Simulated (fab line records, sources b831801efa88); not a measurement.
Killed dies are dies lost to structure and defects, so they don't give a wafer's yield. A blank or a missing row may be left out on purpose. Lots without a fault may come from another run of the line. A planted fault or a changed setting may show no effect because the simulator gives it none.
fab line records | flow gf180mcu
record lots=5 wafers=15 last_day=32
route steps=602 shown V5@545 TOP_METAL@567
lots that met no fault: from a run of the same line without faults
start_h: hours from the record's first day to the start of the lot's first wafer shown | wait_h: hours since the lot's step before | " the same as in the row above | L1.1+2: a row that stands for several wafers | - no value, or no start given | * or withheld: withheld | < > ~ a bound
route shown NAME@n: a module of which the file shows steps, and the number in the route of the first | usual: mean/standard deviation of fault-free wafers | same: alike in all rows | chamber/n: place in a boat | sites: the reading at each site | _std_site: their standard deviation | _edge_site: outer sites' mean less inner sites' | radius_mm: how far each site lies from the wafer's centre | mask NAME#n: copy n | behind: the tool/chamber that last shaped the wafer | hold: why the lot was held/for how many hours/how that ended | device: the transistor (n, p or np) that didn't switch | end of line: the same wafers' tests at the end of the route | a step without rows: its recipe alone | killed: dies lost to structure and defects at the first sort, not the wafer's yield | map: a wafer's dies, x killed, . not, _ none there
set.NAME: the setting as run; set.NAME@STEP: as run at that earlier step | model.NAME: the simulator's own value behind a step, which no gauge read
lots at some steps of the route; a table a step, a row a wafer
services: from which hour (start_h, from the record's first day; less than 0 if before it) a tool's chamber was out of use, for how many hours, and why
## steps
# step GF_V5_BOW_MEAS_05
# recipe mode=bow
# usual V5_BOW=133/8.5
# columns lot.wafer tool chamber start_h wait_h V5_BOW[um]
L077.3 film_metro-01 - 632.65 0.2 140
L077.5 " - " " 136
L077.6 " - " " 136
L080.1 film_metro-02 - 661.24 0.1 137
L080.2 " - " " 134
L080.4 " - " " 128
L082.3 film_metro-03 - 674.25 0.3 121
L082.4 " - " " 139
L082.6 " - " " 146
L085.2 film_metro-01 - 691.52 0.2 127
L085.4 " - " " 139
L085.6 " - " " 130
L087.1 film_metro-03 - 703.88 0.1 136
L087.3 " - " " 138
L087.5 " - " " 135
# step GF_V5_DEHYDRATE_06
# recipe temp_c=200 time_s=60
# columns lot.wafer tool chamber start_h wait_h
L077.3+5+6 litho_track-02 0 642.47 9.8
L080.1+2+4 litho_track-03 0 670.28 9.0
L082.3+4+6 litho_track-02 0 682.77 8.5
L085.2+4+6 litho_track-03 0 700.01 8.5
L087.1+3+5 litho_track-02 0 712.72 8.8
# step GF_V5_HMDS_07
# recipe prime_time_s=60 prime_temp_c=120
# columns lot.wafer tool chamber start_h wait_h
L077.3+5+6 litho_track-02 0 642.62 0.1
L080.1+2+4 litho_track-03 0 670.43 0.1
L082.3+4+6 litho_track-02 0 682.92 0.1
L085.2+4+6 litho_track-03 0 700.16 0.1
L087.1+3+5 litho_track-02 0 712.87 0.1
# step GF_V5_COAT_08
# recipe resist=BARC temp_c=withheld time_s=withheld spin_rpm=withheld resist_thk_nm=withheld
# columns lot.wafer tool chamber start_h wait_h
L077.3+5+6 litho_track-02 0 642.77 0.1
L080.1+2+4 litho_track-03 0 670.58 0.1
L082.3+4+6 litho_track-02 0 683.07 0.1
L085.2+4+6 litho_track-03 0 700.31 0.1
L087.1+3+5 litho_track-02 0 713.02 0.1
# step GF_V5_COAT_09
# recipe resist=KrF spin_rpm=withheld resist_thk_nm=1000
# columns lot.wafer tool chamber start_h wait_h
L077.3+5+6 litho_track-02 0 - -
L080.1+2+4 litho_track-03 0 - -
L082.3+4+6 litho_track-02 0 - -
L085.2+4+6 litho_track-03 0 - -
L087.1+3+5 litho_track-02 0 - -
# step GF_V5_SOFTBAKE_10
# recipe temp_c=130 time_s=60 resist=KrF
# columns lot.wafer tool chamber start_h wait_h
L077.3+5+6 litho_track-02 0 - -
L080.1+2+4 litho_track-03 0 - -
L082.3+4+6 litho_track-02 0 - -
L085.2+4+6 litho_track-03 0 - -
L087.1+3+5 litho_track-02 0 - -
# step GF_V5_EXPOSE_11
# recipe mask_id=Via5 target_cd_nm=260 na=0.68 source_shape=conventional sigma_outer=0.6 dose_mj=38
# usual exposure_dose_mJ_cm2=38.01/0.041 stage_vel_mm_s=500.04/0.26
# columns lot.wafer tool chamber start_h wait_h mask exposure_dose_mJ_cm2 stage_vel_mm_s
L077.3 krf_scanner-01 0 - - Via5#0 38.06 500.14
L077.5 " 0 " " Via5#0 38.07 499.99
L077.6 " 0 " " Via5#0 38.09 499.84
L080.1 krf_scanner-02 0 - - Via5#0 38.00 499.98
L080.2 " 0 " " Via5#0 38.03 500.16
L080.4 " 0 " " Via5#0 38.06 499.97
L082.3 krf_scanner-01 0 - - Via5#0 37.96 499.61
L082.4 " 0 " " Via5#0 38.03 499.60
L082.6 " 0 " " Via5#0 37.99 500.08
L085.2 krf_scanner-01 0 - - Via5#0 38.07 499.94
L085.4 " 0 " " Via5#0 37.96 500.11
L085.6 " 0 " " Via5#0 38.02 499.69
L087.1 krf_scanner-02 0 - - Via5#0 38.01 500.29
L087.3 " 0 " " Via5#0 38.02 500.41
L087.5 " 0 " " Via5#0 38.03 500.12
# step GF_V5_PEB_12
# recipe peb_temp_c=135 peb_time_s=90 resist=KrF
# columns lot.wafer tool chamber start_h wait_h
L077.3+5+6 litho_track-02 0 - -
L080.1+2+4 litho_track-03 0 - -
L082.3+4+6 litho_track-04 0 - -
L085.2+4+6 litho_track-02 0 - -
L087.1+3+5 litho_track-03 0 - -
# step GF_V5_DEVELOP_13
# recipe develop_time_s=60 resist=KrF dev_temp_c=21
# same develop_time_s=60
# columns lot.wafer tool chamber start_h wait_h
L077.3+5+6 litho_track-02 0 652.47 0.1
L080.1+2+4 litho_track-03 0 679.83 0.2
L082.3+4+6 litho_track-04 0 692.95 0.1
L085.2+4+6 litho_track-02 0 709.65 0.2
L087.1+3+5 litho_track-03 0 721.48 0.2
# step GF_V5_CD_MEAS_14
# recipe target_cd_nm=260
# usual cd_nm=260.1/1.3
# columns lot.wafer tool chamber start_h wait_h cd_nm
L077.3 cd_sem-01 - 652.61 0.1 259.2
L077.5 " - " " 259.0
L077.6 " - " " 258.6
L080.1 cd_sem-02 - 679.98 0.1 260.4
L080.2 " - " " 261.0
L080.4 " - " " 260.9
L082.3 cd_sem-02 - 693.09 0.1 260.9
L082.4 " - " " 262.1
L082.6 " - " " 261.0
L085.2 cd_sem-02 - 709.79 0.1 259.4
L085.4 " - " " 260.0
L085.6 " - " " 260.1
L087.1 cd_sem-02 - 721.63 0.1 261.7
L087.3 " - " " 262.6
L087.5 " - " " 261.7
# step GF_V5_OVL_MEAS_15
# usual V5_OVL=-3/6.4
# columns lot.wafer tool chamber start_h wait_h V5_OVL[nm]
L077.3 overlay-01 - 652.71 0.1 -7
L077.5 " - " " -6
L077.6 " - " " -6
L080.1 overlay-02 - 680.10 0.1 0
L080.2 " - " " -3
L080.4 " - " " -2
L082.3 overlay-01 - 693.18 0.1 2
L082.4 " - " " 1
L082.6 " - " " 8
L085.2 overlay-01 - 709.90 0.1 -7
L085.4 " - " " 1
L085.6 " - " " 1
L087.1 overlay-01 - 721.75 0.1 -13
L087.3 " - " " -11
L087.5 " - " " -1
# step GF_V5_ETCH_16
# recipe chemistry=N2/H2 target_depth_a=withheld overetch_a=withheld time_s=withheld target=BARC ion_energy_ev=200 source_w=500 bias_w=100 pressure_mtorr=30 n2_flow_sccm=100 h2_flow_sccm=200
# usual drypump_motor_current_A=5.5/0.33 oes_product_au=0.855/0.0045 throttle_valve_pct=13.225/0.0099
# columns lot.wafer tool chamber start_h wait_h drypump_motor_current_A oes_product_au throttle_valve_pct
L077.3 rie_diel-01 3 652.73 0.0 5.4 0.857 13.229
L077.5 " 2 " " 6.0 0.857 13.216
L077.6 " 3 " " 5.4 0.858 13.234
L080.1 rie_diel-01 2 680.14 0.0 6.0 0.856 13.239
L080.2 " 0 " " 5.0 0.857 13.226
L080.4 " 3 " " 5.4 0.854 13.239
L082.3 rie_diel-04 3 693.21 0.0 5.6 0.856 13.222
L082.4 " 2 " " 5.6 0.858 13.236
L082.6 " 3 " " 5.6 0.854 13.226
L085.2 rie_diel-01 0 709.93 0.0 5.1 0.860 13.211
L085.4 " 3 " " 5.4 0.850 13.203
L085.6 " 1 " " 5.7 0.858 13.239
L087.1 rie_diel-01 3 721.79 0.0 5.4 0.851 13.225
L087.3 " 2 " " 6.0 0.851 13.243
L087.5 " 3 " " 5.4 0.858 13.223
# step GF_V5_ETCH_17
# recipe chemistry=C4F8/O2/Ar mask_material=KrF target=SiO2 stop_on=TiN source_w=1500 bias_w=1200 pressure_mtorr=40 c4f8_flow_sccm=withheld O2_flow_sccm=6 Ar_flow_sccm=300 time_s=withheld target_depth_a=8550
# usual oes_product_au=0.859/0.005
# columns lot.wafer tool chamber start_h wait_h oes_product_au
L077.3 rie_diel-01 3 - - 0.865
L077.5 " 2 " " 0.870
L077.6 " 3 " " 0.860
L080.1 rie_diel-01 2 - - 0.861
L080.2 " 0 " " 0.865
L080.4 " 3 " " 0.853
L082.3 rie_diel-04 3 - - 0.860
L082.4 " 2 " " 0.861
L082.6 " 3 " " 0.866
L085.2 rie_diel-01 0 - - 0.868
L085.4 " 3 " " 0.864
L085.6 " 1 " " 0.860
L087.1 rie_diel-01 3 - - 0.854
L087.3 " 2 " " 0.867
L087.5 " 3 " " 0.859
# step GF_V5_STRIP_18
# recipe chemistry=O2/N2 power_w=1400 pressure_mtorr=1500 platen_temp_c=250 o2_flow_sccm=3000 n2_flow_sccm=300 overash_fraction=0.5
# usual drypump_motor_current_A=5.7/0.39 heater_power_w=334/35 oes_product_au=0.568/0.0052
# columns lot.wafer tool chamber start_h wait_h drypump_motor_current_A heater_power_w oes_product_au rf_hours_counter_h
L077.3 plasma_asher-02 1 652.92 - 5.5 383 0.565 -
L077.5 " 0 " " 5.7 328 0.562 -
L077.6 " 1 " " 5.5 379 0.574 -
L080.1 plasma_asher-02 1 680.29 - 5.4 383 0.565 93
L080.2 " 0 " " 5.7 318 0.567 93
L080.4 " 1 " " 5.5 379 0.560 -
L082.3 plasma_asher-04 1 693.39 - 5.8 277 0.566 -
L082.4 " 0 " " 5.2 329 0.572 -
L082.6 " 1 " " 5.8 278 0.565 -
L085.2 plasma_asher-01 0 710.08 - 6.5 365 0.571 27
L085.4 " 0 " " 6.5 357 0.567 -
L085.6 " 0 " " 6.5 361 0.565 -
L087.1 plasma_asher-02 1 721.94 - 5.4 378 0.565 98
L087.3 " 0 " " 5.7 317 0.567 -
L087.5 " 1 " " 5.5 391 0.577 -
# step GF_V5_STRIP_19
# recipe chemistry=post_etch_residue_remover time_s=1200 temp_c=72.5
# usual bath_guard_temp_C=72.3/0.47
# columns lot.wafer tool chamber start_h wait_h bath_guard_temp_C
L077.3 wet_bench-01 0 652.98 0.0 72.0
L077.5 " 0 " " 72.3
L077.6 " 0 " " 72.5
L080.1 wet_bench-02 0 680.39 0.1 72.8
L080.2 " 0 " " 72.7
L080.4 " 0 " " 72.7
L082.3 wet_bench-02 0 693.46 0.0 72.6
L082.4 " 0 " " 72.8
L082.6 " 0 " " 72.7
L085.2 wet_bench-04 1 710.18 0.1 72.6
L085.4 " 1 " " 72.4
L085.6 " 1 " " 72.3
L087.1 wet_bench-04 2 722.04 0.1 72.1
L087.3 " 2 " " 72.1
L087.5 " 2 " " 72.0
# step GF_V5_CLEAN_20
# recipe chemistry=DIW dry=n2_spin
# columns lot.wafer tool chamber start_h wait_h
L077.3+5+6 wet_bench-04 3 653.33 0.0
L080.1+2+4 wet_bench-04 3 680.76 0.0
L082.3+4+6 wet_bench-04 1 693.80 0.0
L085.2+4+6 wet_bench-01 2 710.52 0.0
L087.1+3+5 wet_bench-04 1 722.48 0.0
# step GF_V5_SPUTTER_21
# recipe material=Ti target_thk_nm=15 chamber_pressure_pa=5 power_w=2500 substrate_temp_c=200 time_s=80.02
# usual throttle_valve_pct=30.3/0.68
# columns lot.wafer tool chamber start_h wait_h throttle_valve_pct
L077.3 pvd_sputter-03 - 653.42 0.0 29.7
L077.5 " - " " 29.5
L077.6 " - " " 31.1
L080.1 pvd_sputter-03 - 680.86 0.0 31.6
L080.2 " - " " 30.9
L080.4 " - " " 30.4
L082.3 pvd_sputter-02 - 693.90 0.0 29.8
L082.4 " - " " 31.1
L082.6 " - " " 29.6
L085.2 pvd_sputter-04 - 710.62 0.0 31.4
L085.4 " - " " 31.0
L085.6 " - " " 31.0
L087.1 pvd_sputter-02 - 722.60 0.0 30.9
L087.3 " - " " 29.6
L087.5 " - " " 30.6
# step GF_V5_SPUTTER_22
# recipe material=TiN target_thk_nm=10 chamber_pressure_pa=5 power_w=4000 time_s=40
# usual throttle_valve_pct=30.3/0.67
# columns lot.wafer tool chamber start_h wait_h throttle_valve_pct
L077.3 pvd_sputter-03 - 653.48 0.0 29.2
L077.5 " - " " 29.5
L077.6 " - " " 31.0
L080.1 pvd_sputter-03 - 680.92 0.0 31.6
L080.2 " - " " 30.9
L080.4 " - " " 30.6
L082.3 pvd_sputter-02 - 693.96 0.0 30.0
L082.4 " - " " 30.8
L082.6 " - " " 29.7
L085.2 pvd_sputter-04 - 710.68 0.0 31.4
L085.4 " - " " 31.0
L085.6 " - " " 31.0
L087.1 pvd_sputter-02 - 722.66 0.0 30.8
L087.3 " - " " 29.4
L087.5 " - " " 30.6
# step GF_V5_CVD_23
# recipe material=W target_thk_nm=350 time_s=104.9 temp_c=400 pressure_torr=40
# usual chamber_pressure_Torr=40.00/0.085 heater_power_w=823/37
# columns lot.wafer tool chamber start_h wait_h chamber_pressure_Torr heater_power_w
L077.3 cvd_w-01 0 653.55 0.1 40.01 799
L077.5 " 1 " " 39.93 848
L077.6 " 0 " " 39.93 816
L080.1 cvd_w-02 0 680.96 0.0 39.96 869
L080.2 " 1 " " 39.93 755
L080.4 " 0 " " 39.94 853
L082.3 cvd_w-02 1 694.04 0.1 39.78 764
L082.4 " 0 " " 39.90 852
L082.6 " 0 " " 40.05 859
L085.2 cvd_w-01 1 710.72 0.0 39.97 847
L085.4 " 1 " " 40.07 846
L085.6 " 1 " " 40.03 848
L087.1 cvd_w-02 0 722.70 0.0 40.04 881
L087.3 " 0 " " 40.09 856
L087.5 " 0 " " 40.01 850
# step GF_V5_RS_MEAS_24
# recipe thk_meas_gauge=four-point-probe reads=W_of_V5_CVD_23+TiN_of_V5_SPUTTER_22+Ti_of_V5_SPUTTER_21
# usual V5_W_RS=0.327/0.0035
# columns lot.wafer tool chamber start_h wait_h V5_W_RS[ohm/sq]
L077.3 film_metro-01 - 653.67 0.1 0.331
L077.5 " - " " 0.329
L077.6 " - " " 0.335
L080.1 film_metro-02 - 681.08 0.1 0.324
L080.2 " - " " 0.324
L080.4 " - " " 0.324
L082.3 film_metro-01 - 694.15 0.1 0.328
L082.4 " - " " 0.327
L082.6 " - " " 0.327
L085.2 film_metro-03 - 710.85 0.1 0.327
L085.4 " - " " 0.328
L085.6 " - " " 0.325
L087.1 film_metro-01 - 722.82 0.1 0.327
L087.3 " - " " 0.324
L087.5 " - " " 0.321
# step GF_V5_THK_MEAS_25
# recipe thk_meas_gauge=xrf reads=W_of_V5_CVD_23
# usual V5_W_THK=341/3.9
# columns lot.wafer tool chamber start_h wait_h V5_W_THK[nm]
L077.3 film_metro-01 - 653.77 0.1 336
L077.5 " - " " 341
L077.6 " - " " 335
L080.1 film_metro-02 - 681.20 0.1 338
L080.2 " - " " 336
L080.4 " - " " 337
L082.3 film_metro-01 - 694.25 0.1 345
L082.4 " - " " 346
L082.6 " - " " 348
L085.2 film_metro-03 - 710.96 0.1 345
L085.4 " - " " 343
L085.6 " - " " 350
L087.1 film_metro-01 - 722.94 0.1 337
L087.3 " - " " 341
L087.5 " - " " 343
# step GF_V5_CMP_26
# recipe stop_on=SiO2 down_force_psi=3.5 platen_rpm=60 t_overpolish_s=15 target_thk_nm=0 pad_velocity_m_s=0.94248
# usual motor_current_A=10.5/1 overpolish_run_s=15.000/0.009 slurry_flow_ml_min=150.0/0.46 time_to_endpoint_s=84/3.8
# columns lot.wafer tool chamber start_h wait_h motor_current_A overpolish_run_s slurry_flow_ml_min time_to_endpoint_s
L077.3 cmp-01 2 653.81 0.0 9.7 15.011 150.3 90
L077.5 " 2 " " 10.3 14.998 150.2 93
L077.6 " 3 " " 9.1 14.992 148.8 78
L080.4 cmp-01 3 681.27 0.0 8.9 14.991 149.9 80
L080.2 " 0 " " 10.6 15.001 149.6 84
L080.1 " 1 " " 10.6 15.014 149.3 83
L082.4 cmp-02 2 694.34 0.1 13.3 15.012 149.9 86
L082.3 " 0 " " 10.4 15.012 149.5 85
L082.6 " 2 " " 12.6 15.009 149.9 82
L085.2 cmp-02 3 711.06 0.1 10.9 14.986 150.1 89
L085.4 " 0 " " 10.8 14.999 148.8 87
L085.6 " 0 " " 10.8 15.009 148.9 91
L087.1 cmp-01 0 723.05 0.1 10.3 15.008 149.3 88
L087.3 " 1 " " 10.4 15.001 149.7 86
L087.5 " 0 " " 10.2 15.010 149.4 85
# step GF_TOP_METAL_SPUTTER_00
# recipe material=Ti target_thk_nm=37.5 arriving_ion_energy_ev=80 substrate_temp_c=200 chamber_pressure_pa=2 power_w=4000 time_s=150
# usual throttle_valve_pct=30.3/1
# columns lot.wafer tool chamber start_h wait_h throttle_valve_pct
L077.3 pvd_sputter-04 - 654.11 0.2 31.2
L077.5 " - " " 31.0
L077.6 " - " " 30.6
L080.1 pvd_sputter-04 - 681.57 0.1 30.9
L080.2 " - " " 31.1
L080.4 " - " " 30.2
L082.3 pvd_sputter-01 - 694.59 0.1 31.5
L082.4 " - " " 28.1
L082.6 " - " " 31.6
L085.2 pvd_sputter-04 - 711.36 0.2 31.1
L085.4 " - " " 30.1
L085.6 " - " " 30.8
L087.1 pvd_sputter-01 - 723.30 0.2 31.7
L087.3 " - " " 28.0
L087.5 " - " " 31.4
# step GF_TOP_METAL_SPUTTER_01
# recipe material=TiN target_thk_nm=30 power_w=6500 time_s=25 chamber_pressure_pa=0.4
# usual throttle_valve_pct=30.3/1
# columns lot.wafer tool chamber start_h wait_h throttle_valve_pct
L077.3 pvd_sputter-04 - 654.21 0.1 31.1
L077.5 " - " " 31.2
L077.6 " - " " 29.9
L080.1 pvd_sputter-04 - 681.67 0.1 31.1
L080.2 " - " " 31.0
L080.4 " - " " 30.3
L082.3 pvd_sputter-01 - 694.69 0.1 31.3
L082.4 " - " " 28.2
L082.6 " - " " 31.4
L085.2 pvd_sputter-04 - 711.46 0.1 31.4
L085.4 " - " " 30.3
L085.6 " - " " 31.0
L087.1 pvd_sputter-01 - 723.40 0.1 31.5
L087.3 " - " " 28.2
L087.5 " - " " 31.6
# step GF_TOP_METAL_SPUTTER_02
# recipe material=AlCu target_thk_nm=900 power_w=10600 chamber_pressure_pa=0.3 substrate_temp_c=250 gas=Ar time_s=47.82
# usual throttle_valve_pct=30.3/1
# columns lot.wafer tool chamber start_h wait_h throttle_valve_pct
L077.3 pvd_sputter-04 - 654.24 0.0 31.2
L077.5 " - " " 31.0
L077.6 " - " " 30.2
L080.1 pvd_sputter-04 - 681.70 0.0 31.0
L080.2 " - " " 31.2
L080.4 " - " " 30.2
L082.3 pvd_sputter-01 - 694.72 0.0 31.3
L082.4 " - " " 28.3
L082.6 " - " " 31.5
L085.2 pvd_sputter-04 - 711.49 0.0 31.2
L085.4 " - " " 30.2
L085.6 " - " " 31.0
L087.1 pvd_sputter-01 - 723.43 0.0 31.6
L087.3 " - " " 28.3
L087.5 " - " " 31.4
# step GF_TOP_METAL_SPUTTER_03
# recipe material=Ti target_thk_nm=5 substrate_temp_c=300 chamber_pressure_pa=0.3 power_w=3000 time_s=3.3
# usual throttle_valve_pct=30.3/1
# columns lot.wafer tool chamber start_h wait_h throttle_valve_pct
L077.3 pvd_sputter-04 - 654.28 0.0 31.4
L077.5 " - " " 31.4
L077.6 " - " " 30.1
L080.1 pvd_sputter-04 - 681.74 0.0 30.8
L080.2 " - " " 31.2
L080.4 " - " " 30.4
L082.3 pvd_sputter-01 - 694.77 0.0 31.4
L082.4 " - " " 28.2
L082.6 " - " " 31.5
L085.2 pvd_sputter-04 - 711.54 0.0 31.1
L085.4 " - " " 30.4
L085.6 " - " " 31.0
L087.1 pvd_sputter-01 - 723.47 0.0 31.6
L087.3 " - " " 28.1
L087.5 " - " " 31.4
# step GF_TOP_METAL_SPUTTER_04
# recipe material=TiN target_thk_nm=25 power_w=6500 time_s=20.8 chamber_pressure_pa=0.4
# usual throttle_valve_pct=30.3/1.1
# columns lot.wafer tool chamber start_h wait_h throttle_valve_pct
L077.3 pvd_sputter-04 - 654.30 0.0 31.4
L077.5 " - " " 31.1
L077.6 " - " " 30.5
L080.1 pvd_sputter-04 - 681.76 0.0 31.2
L080.2 " - " " 31.3
L080.4 " - " " 30.2
L082.3 pvd_sputter-01 - 694.79 0.0 31.4
L082.4 " - " " 28.2
L082.6 " - " " 31.6
L085.2 pvd_sputter-04 - 711.56 0.0 31.1
L085.4 " - " " 30.4
L085.6 " - " " 30.8
L087.1 pvd_sputter-01 - 723.49 0.0 31.7
L087.3 " - " " 28.1
L087.5 " - " " 31.4
# step GF_TOP_METAL_RS_MEAS_05
# recipe thk_meas_gauge=four-point-probe reads=TiN_of_TOP_METAL_SPUTTER_04+Ti_of_TOP_METAL_SPUTTER_03+AlCu_of_TOP_METAL_SPUTTER_02+TiN_of_TOP_METAL_SPUTTER_01+Ti_of_TOP_METAL_SPUTTER_00
# usual TOP_METAL_ALCU_RS=0.0328/0.0004
# columns lot.wafer tool chamber start_h wait_h TOP_METAL_ALCU_RS[ohm/sq]
L077.3 film_metro-01 - 654.37 0.1 0.0327
L077.5 " - " " 0.0329
L077.6 " - " " 0.0326
L080.1 film_metro-04 - 681.79 0.0 0.0329
L080.2 " - " " 0.0323
L080.4 " - " " 0.0319
L082.3 film_metro-03 - 694.85 0.1 0.0328
L082.4 " - " " 0.0329
L082.6 " - " " 0.0329
L085.2 film_metro-03 - 711.60 0.0 0.0322
L085.4 " - " " 0.0321
L085.6 " - " " 0.0327
L087.1 film_metro-04 - 723.52 0.0 0.0331
L087.3 " - " " 0.0333
L087.5 " - " " 0.0332
# step GF_TOP_METAL_THK_MEAS_06
# recipe thk_meas_gauge=xrf reads=AlCu_of_TOP_METAL_SPUTTER_02
# usual TOP_METAL_ALCU_THK=902/12
# columns lot.wafer tool chamber start_h wait_h TOP_METAL_ALCU_THK[nm]
L077.3 film_metro-01 - 654.47 0.1 900
L077.5 " - " " 897
L077.6 " - " " 901
L080.1 film_metro-04 - 681.91 0.1 904
L080.2 " - " " 917
L080.4 " - " " 930
L082.3 film_metro-03 - 694.95 0.1 907
L082.4 " - " " 900
L082.6 " - " " 902
L085.2 film_metro-03 - 711.71 0.1 918
L085.4 " - " " 925
L085.6 " - " " 903
L087.1 film_metro-04 - 723.64 0.1 897
L087.3 " - " " 896
L087.5 " - " " 899
# step GF_TOP_METAL_DEHYDRATE_07
# recipe temp_c=200 time_s=60
# columns lot.wafer tool chamber start_h wait_h
L077.3+5+6 litho_track-02 0 663.77 9.3
L080.1+2+4 litho_track-02 0 691.27 9.4
L082.3+4+6 litho_track-03 0 703.38 8.4
L085.2+4+6 litho_track-03 0 719.71 8.0
L087.1+3+5 litho_track-02 0 731.92 8.3
# step GF_TOP_METAL_HMDS_08
# recipe prime_time_s=60 prime_temp_c=120
# columns lot.wafer tool chamber start_h wait_h
L077.3+5+6 litho_track-02 0 663.92 0.1
L080.1+2+4 litho_track-02 0 691.42 0.1
L082.3+4+6 litho_track-03 0 703.53 0.1
L085.2+4+6 litho_track-03 0 719.86 0.1
L087.1+3+5 litho_track-02 0 732.07 0.1
# step GF_TOP_METAL_COAT_09
# recipe resist=NOVOLAK spin_rpm=3000 resist_thk_nm=1500
# columns lot.wafer tool chamber start_h wait_h
L077.3+5+6 litho_track-02 0 664.07 0.1
L080.1+2+4 litho_track-02 0 691.57 0.1
L082.3+4+6 litho_track-03 0 703.68 0.1
L085.2+4+6 litho_track-03 0 720.01 0.1
L087.1+3+5 litho_track-02 0 732.22 0.1
# step GF_TOP_METAL_SOFTBAKE_10
# recipe temp_c=90 time_s=60 resist=NOVOLAK
# columns lot.wafer tool chamber start_h wait_h
L077.3+5+6 litho_track-02 0 664.22 0.1
L080.1+2+4 litho_track-02 0 691.72 0.1
L082.3+4+6 litho_track-03 0 703.83 0.1
L085.2+4+6 litho_track-03 0 720.16 0.1
L087.1+3+5 litho_track-02 0 732.37 0.1
# step GF_TOP_METAL_EXPOSE_11
# recipe mask_id=MetalTop target_cd_nm=440 na=0.6 source_shape=conventional sigma_outer=0.6 dose_mj=170
# usual exposure_dose_mJ_cm2=169.96/0.18 stage_vel_mm_s=500.03/0.22
# columns lot.wafer tool chamber start_h wait_h mask exposure_dose_mJ_cm2 stage_vel_mm_s
L077.3 iline_stepper-01 0 - - MetalTop#0 170.02 499.90
L077.5 " 0 " " MetalTop#0 170.08 500.12
L077.6 " 0 " " MetalTop#0 170.03 499.89
L080.1 iline_stepper-01 0 - - MetalTop#0 170.11 500.08
L080.2 " 0 " " MetalTop#0 170.18 500.27
L080.4 " 0 " " MetalTop#0 170.13 500.45
L082.3 iline_stepper-02 0 - - MetalTop#0 169.97 500.07
L082.4 " 0 " " MetalTop#0 169.99 500.01
L082.6 " 0 " " MetalTop#0 170.22 499.70
L085.2 iline_stepper-02 0 - - MetalTop#0 169.68 500.34
L085.4 " 0 " " MetalTop#0 170.08 500.21
L085.6 " 0 " " MetalTop#0 170.13 500.16
L087.1 iline_stepper-01 0 - - MetalTop#0 169.95 499.77
L087.3 " 0 " " MetalTop#0 169.92 499.89
L087.5 " 0 " " MetalTop#0 169.91 499.89
# step GF_TOP_METAL_PEB_12
# recipe temp_c=withheld time_s=* resist=NOVOLAK
# columns lot.wafer tool chamber start_h wait_h
L077.3+5+6 litho_track-02 0 - -
L080.1+2+4 litho_track-02 0 - -
L082.3+4+6 litho_track-03 0 - -
L085.2+4+6 litho_track-02 0 - -
L087.1+3+5 litho_track-01 0 - -
# step GF_TOP_METAL_DEVELOP_13
# recipe develop_time_s=60 dev_temp_c=23
# same develop_time_s=60
# columns lot.wafer tool chamber start_h wait_h
L077.3+5+6 litho_track-02 0 673.27 0.1
L080.1+2+4 litho_track-02 0 701.07 0.1
L082.3+4+6 litho_track-03 0 712.93 0.1
L085.2+4+6 litho_track-02 0 729.15 0.1
L087.1+3+5 litho_track-01 0 740.64 0.1
# step GF_TOP_METAL_CD_MEAS_14
# recipe target_cd_nm=440
# usual cd_nm=440.3/2.2
# columns lot.wafer tool chamber start_h wait_h cd_nm
L077.3 cd_sem-01 - 673.41 0.1 442.2
L077.5 " - " " 440.8
L077.6 " - " " 443.9
L080.1 cd_sem-01 - 701.22 0.1 439.4
L080.2 " - " " 441.0
L080.4 " - " " 438.5
L082.3 cd_sem-02 - 713.07 0.1 443.5
L082.4 " - " " 443.8
L082.6 " - " " 441.7
L085.2 cd_sem-02 - 729.29 0.1 438.7
L085.4 " - " " 439.4
L085.6 " - " " 437.8
L087.1 cd_sem-02 - 740.79 0.1 436.2
L087.3 " - " " 438.5
L087.5 " - " " 436.6
# step GF_TOP_METAL_OVL_MEAS_15
# usual TOP_METAL_OVL=1.0/1.3
# columns lot.wafer tool chamber start_h wait_h TOP_METAL_OVL[nm]
L077.3 overlay-01 - 673.51 0.1 -1.8
L077.5 " - " " -1.2
L077.6 " - " " -0.1
L080.1 overlay-02 - 701.34 0.1 1.0
L080.2 " - " " -0.7
L080.4 " - " " -0.1
L082.3 overlay-01 - 713.16 0.1 -0.3
L082.4 " - " " 0.2
L082.6 " - " " -0.1
L085.2 overlay-01 - 729.40 0.1 0.2
L085.4 " - " " 0.6
L085.6 " - " " -0.6
L087.1 overlay-01 - 740.91 0.1 2.3
L087.3 " - " " 3.0
L087.5 " - " " 1.0
# step GF_TOP_METAL_METAL_ETCH_16
# recipe chemistry=Cl2/BCl3 mask_material=NOVOLAK target_depth_nm=1197 stop_on=SiO2 pressure_mtorr=8 icp_w=800 bias_w=140 Cl2_flow_sccm=80 bcl3_flow_sccm=40 time_s=199.5
# usual drypump_motor_current_A=6.0/0.39 oes_product_au=0.990/0.0063 throttle_valve_pct=28.230/0.0093
# columns lot.wafer tool chamber start_h wait_h drypump_motor_current_A oes_product_au rf_hours_counter_h throttle_valve_pct
L077.3 rie_metal-04 1 673.59 0.1 6.0 0.995 - 28.216
L077.5 " 0 " " 5.5 0.984 - 28.218
L077.6 " 1 " " 6.0 0.999 - 28.228
L080.1 rie_metal-02 1 701.38 0.0 5.2 0.981 15 28.249
L080.2 " 0 " " 6.3 0.978 0 28.242
L080.4 " 1 " " 5.2 0.988 - 28.234
L082.3 rie_metal-04 1 713.25 0.1 6.0 0.993 - 28.227
L082.4 " 0 " " 5.5 0.993 - 28.248
L082.6 " 1 " " 6.0 0.987 - 28.232
L085.2 rie_metal-04 0 729.43 0.0 5.5 0.991 13 28.220
L085.4 " 0 " " 5.5 0.989 - 28.222
L085.6 " 0 " " 5.5 0.987 - 28.237
L087.1 rie_metal-04 0 740.95 0.0 5.5 0.981 14 28.226
L087.3 " 0 " " 5.5 0.988 - 28.242
L087.5 " 0 " " 5.5 0.981 - 28.248
## services
# columns tool chamber start_h hours kind
cvd_w-01 1 619.87 9.1 repair
krf_scanner-01 - 628.00 1.2 repair
cvd_w-02 - 630.18 9.0 repair
rie_metal-04 1 631.63 2.5 repair
krf_scanner-02 - 637.16 1.0 pm
cmp-02 - 652.43 1.7 repair
krf_scanner-01 - 660.34 0.8 pm
cvd_w-01 0 662.37 11.2 repair
rie_diel-04 2 663.74 4.6 repair
krf_scanner-02 - 666.06 1.3 pm
cvd_w-01 - 668.79 6.9 pm
krf_scanner-01 - 672.37 1.0 pm
plasma_asher-02 - 674.83 1.8 repair
rie_diel-01 - 685.54 14.6 pm
pvd_sputter-01 - 689.69 1.0 repair
krf_scanner-02 - 701.11 0.8 pm
iline_stepper-01 - 709.30 1.7 pm
cmp-01 - 709.52 3.2 repair
cmp-02 - 714.14 2.4 pm
cmp-01 - 719.20 0.8 repair
pvd_sputter-04 - 729.22 5.4 repair
krf_scanner-01 - 731.65 1.3 pm
cvd_w-02 - 733.04 1.4 repair
pvd_sputter-02 - 736.99 4.6 repair
## key
fault none
